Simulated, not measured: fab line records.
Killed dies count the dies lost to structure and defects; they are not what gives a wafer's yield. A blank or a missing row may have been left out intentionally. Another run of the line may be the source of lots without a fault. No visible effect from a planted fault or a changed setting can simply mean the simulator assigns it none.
2 desks looking at one fault | flow sky130 | every desk sees just its own numbers, and what lay behind them comes last

THE TOOL OWNER'S DESK: rie metal-02
The tool's own readings at SKY_METAL4_METAL_ETCH_18 (etches the open film in Cl2/BCl3, stops on SiO2, target depth 845 nm, time 183.1 s): means of the sampled wafers that have a number, for each lot that ran on this tool. A lot is out of limits, marked OUT, if its mean lies more than 4 standard deviations from the usual mean; the brackets give that distance.
Columns: A = drypump motor current A at SKY_METAL4_METAL_ETCH_18, usual 5.5 A; B = he backside leak sccm at SKY_METAL4_METAL_ETCH_18, usual 3.4 sccm; C = oes product au at SKY_METAL4_METAL_ETCH_18, usual 0.866 a.u.; D = throttle valve pct at SKY_METAL4_METAL_ETCH_18, usual 22.264 %
lot  | first seen here | A   | B   | C     | D
L717 | day 42 16:18    | 5.7 | 3.1 | 0.869 | 22.264
L721 | day 43 21:24    | 5.8 | 3.3 | 0.863 | 22.264
L725 | day 44 22:09    | 5.8 | 3.2 | 0.872 | 22.265
L735 | day 47 05:16    | 5.8 | 3.3 | 0.839 | 22.263
L736 | day 47 19:47    | 5.8 | 3.2 | 0.847 | 22.263
This desk found nothing out of limits on any of the 5 lots.

AT THE METROLOGY DESK
What the gauges read for every lot (on any tool): the sampled wafers with a number, averaged. A lot is out of limits, marked OUT, if its mean lies more than 4 standard deviations from the usual mean; the brackets give that distance.
Columns: A = VIA3_W_RS at SKY_VIA3_RS_MEAS_22, usual 0.291 ohm/sq
lot  | first seen here | A
L715 | day 39 22:53    | 0.289
L716 | day 40 11:05    | 0.288
L717 | day 40 15:34    | 0.290
L718 | day 40 15:55    | 0.285
L719 | day 40 22:47    | 0.287
L720 | day 41 11:50    | 0.296
L721 | day 41 20:49    | 0.290
L722 | day 42 07:36    | 0.293
L724 | day 42 12:59    | 0.291
L725 | day 42 23:07    | 0.294
L726 | day 43 01:40    | 0.291
L729 | day 44 00:59    | 0.296
L735 | day 45 09:58    | 0.286
L736 | day 46 01:25    | 0.291
This desk found nothing out of limits on any of the 14 lots.

TAKEN TOGETHER
The desk of the tool owner found nothing out of limits.
At the metrology desk, nothing out of limits was observed.

WHAT WAS PUT IN BY THE SIMULATOR
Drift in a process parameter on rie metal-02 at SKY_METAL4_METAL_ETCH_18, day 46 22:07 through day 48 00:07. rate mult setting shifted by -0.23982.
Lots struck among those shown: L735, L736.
